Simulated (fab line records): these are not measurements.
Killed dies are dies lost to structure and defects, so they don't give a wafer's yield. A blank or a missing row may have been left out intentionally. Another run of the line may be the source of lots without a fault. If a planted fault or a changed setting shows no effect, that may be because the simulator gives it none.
Chamber matching    flow gf180mcu    3 sister chambers for GF_PASSIVATION_CVD_00 on pecvd-03
The step deposits SiO2 from TEOS, target thk 1000 nm, time 111.95 s. 6 wafers are shown with their chamber, then 9 later ones without.

== WAFERS, EACH WITH ITS CHAMBER ==
wafer   chamber  heater-power-outer-w (W)  heater-power-w (W)
L087.2  2        289                       589
L087.3  1        335                       591
L087.5  2        334                       653
L090.1  0        323                       590
L090.2  1        367                       606
L090.6  0        366                       631

== WAFERS MISSING THEIR CHAMBER ==
wafer   heater-power-outer-w (W)  heater-power-w (W)
L092.1  273                       570
L092.2  392                       669
L092.4  423                       702
L093.3  412                       699
L093.5  395                       680
L093.6  311                       558
L097.1  431                       716
L097.2  394                       673
L097.4  323                       571

== CHAMBER TAKEN BY EACH ==
wafer   from the rows above           in truth
L092.1  can't be placed: 2 or 0 or 1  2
L092.2  can't be placed: 0 or 1 or 2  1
L092.4  can't be placed: 0 or 1 or 2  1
L093.3  can't be placed: 0 or 1 or 2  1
L093.5  can't be placed: 0 or 1 or 2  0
L093.6  can't be placed: 1 or 2 or 0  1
L097.1  can't be placed: 0 or 1 or 2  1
L097.2  can't be placed: 0 or 1 or 2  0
L097.4  can't be placed: 1 or 0 or 2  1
Placed correctly: 0 of 9. Can't be placed from these rows: 9 (the true chamber is among the candidates in 9). Number placed wrongly: 0.
How it was worked out, from the rows above alone: a wafer's distance from a chamber is the root of the sum, over the readings, of the square of ((its reading less the chamber's mean) divided by the reading's scatter). If the next closest chamber is less than 2 further off than the closest, the wafer can't be placed; otherwise it belongs to the closest. For every chamber, the mean is computed from those of its wafers that are shown. How the scatter is found: for the shown wafers, subtract from each reading the mean of its chamber, square and add these, divide the total by (wafers less chambers), then take the root.
